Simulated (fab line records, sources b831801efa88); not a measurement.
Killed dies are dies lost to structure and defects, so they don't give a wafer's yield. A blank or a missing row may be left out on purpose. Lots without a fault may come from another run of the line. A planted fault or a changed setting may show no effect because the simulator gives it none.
Which tool did it? | flow gf180mcu | 13 lots, 39 wafers sampled, at 1 step of a route of 602

WHAT THE GAUGES READ, wafer by wafer
GF_CONTACT_CD_MEAS_14: target cd 220 nm.
lot  | measured     | on        | cd_nm (nm)
L156 | day 16 05:50 | cd_sem-01 | 220.6 220.5 220.9
L159 | day 16 23:42 | cd_sem-02 | 222.3 222.6 223.0
L158 | day 17 00:05 | cd_sem-02 | 220.7 220.4 220.8
L161 | day 17 18:57 | cd_sem-02 | 221.8 222.6 222.6
L166 | day 19 14:29 | cd_sem-02 | 220.1 220.4 220.3
L169 | day 20 19:03 | cd_sem-01 | 220.0 219.5 218.4
L170 | day 21 00:44 | cd_sem-02 | 221.2 221.2 222.4
L171 | day 21 08:19 | cd_sem-02 | 220.7 219.4 220.2
L172 | day 21 13:46 | cd_sem-01 | 220.5 220.3 220.3
L175 | day 22 20:10 | cd_sem-01 | 221.5 222.3 222.4
L176 | day 23 13:27 | cd_sem-01 | 219.5 220.5 218.5
L177 | day 24 03:21 | cd_sem-02 | 221.6 223.2 221.6
L179 | day 24 09:33 | cd_sem-01 | 223.2 223.9 223.9

WHICH TOOL RAN EACH LOT (tool, then ch and the chambers of the sampled wafers, then the start)
The record holds no process step before these readings.

WHAT THE TOOLS THEMSELVES READ (means of the sampled wafers that have a number; where no wafer has one, the mark that the record gives instead)
The record holds no such reading with a usual standard deviation.

THE ANSWER, worked out from the rows above alone
Rule: what is usual is taken from the lots themselves. Put in order of their means at a reading, lots are off if they are a third of the lots or fewer, leave a main group of 4 or more, and stand apart from it by a gap of 3 or more times the standard deviation of the main group's means; of several such gaps the widest counts. A main group whose means are all the same, to the digits that the tables above print for the reading, isn't used. A lot without any number at a reading at which 4 lots or more have one is off too. The other lots that the step has rows for count as sound. The gauges are gone through in route order, then the tools' own readings, and for those a lot's mean is taken as printed above. The first step at which some lot is off is used, and at that step the reading that is off furthest; a lot without a number counts as furthest.
No lot is off at any reading shown: from this, nothing can be told.

WHAT THE SIMULATOR HAD PUT IN
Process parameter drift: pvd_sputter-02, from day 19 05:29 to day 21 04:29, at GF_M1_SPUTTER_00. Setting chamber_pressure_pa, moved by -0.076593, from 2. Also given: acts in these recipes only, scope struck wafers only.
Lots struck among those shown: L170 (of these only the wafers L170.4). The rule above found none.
